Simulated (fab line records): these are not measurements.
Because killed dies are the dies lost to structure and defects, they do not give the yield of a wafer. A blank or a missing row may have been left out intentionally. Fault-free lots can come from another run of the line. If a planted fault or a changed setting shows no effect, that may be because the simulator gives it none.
2 desks looking at one fault    flow sky130    every desk sees just its own numbers, and what lay behind them comes last

== FOR THE TOOL OWNER'S DESK: cvd-w-02 ==
The tool's own readings at SKY_VIA1_CVD_21 (deposits W, target thk 270 nm, time 80.902 s): means of the sampled wafers that have a number, for each lot that ran on this tool. Marked OUT: a lot whose mean sits more than 4 standard deviations from the usual mean, which makes it out of limits; the brackets give that distance.
Columns: A = heater-power-w at SKY_VIA1_CVD_21, usual 771 W
lot   first seen here  A
L176  day 35 21:46     847
L179  day 36 23:46     796
L181  day 38 00:55     814
L185  day 39 10:35     770
L186  day 39 22:41     785
L187  day 40 03:26     774
L188  day 40 17:19     789
This desk's verdict: no lot among the 7 shows anything out of limits.

== THE METROLOGY DESK ==
Lot by lot, what the gauges showed, no matter which tool ran the lot: averages of those sampled wafers that carry a number. Marked OUT: a lot whose mean sits more than 4 standard deviations from the usual mean, which makes it out of limits; the brackets give that distance.
Columns: A = VIA1_W_RS at SKY_VIA1_RS_MEAS_22, usual 0.430 ohm/sq; B = VIA1_W_THK at SKY_VIA1_THK_MEAS_23, usual 264.5 nm
lot   first seen here  A                 B
L173  day 35 02:31     0.434             263.4
L176  day 35 21:56     0.438             258.3
L175  day 36 01:58     0.432             263.0
L179  day 36 23:52     0.430             263.1
L181  day 38 01:01     0.432             260.8
L185  day 39 10:41     0.429             264.2
L186  day 39 22:47     0.394 (-7.8) OUT  292.1 (+9.5) OUT
L187  day 40 03:33     0.391 (-8.6) OUT  296.2 (+11) OUT
L188  day 40 17:24     0.393 (-8.0) OUT  292.0 (+9.5) OUT
L193  day 41 10:18     0.430             266.1
Per this desk, out of limits: L186, L187, L188; the first was L186, day 39 22:47 (VIA1_W_RS at SKY_VIA1_RS_MEAS_22). Within limits: L173, L176, L175, L179, L181, L185, L193.

== ALL TOGETHER ==
Metrology desk: alarm possible at day 39 22:47 on L186, L187, L188.
The tool owner's desk saw nothing out of limits.
Tool owner's desk: L186, L187, L188 on record, inside its limits.
SKY_VIA1_CVD_21 was run on cvd-w-02 by each of the lots named.

== WHAT THE SIMULATOR PUT IN ==
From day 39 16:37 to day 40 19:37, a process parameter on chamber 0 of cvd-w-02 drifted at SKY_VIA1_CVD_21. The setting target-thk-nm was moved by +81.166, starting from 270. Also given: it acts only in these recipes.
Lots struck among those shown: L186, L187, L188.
Delay in hours, fault start to first out-of-limits reading, per desk: metrology desk 6.
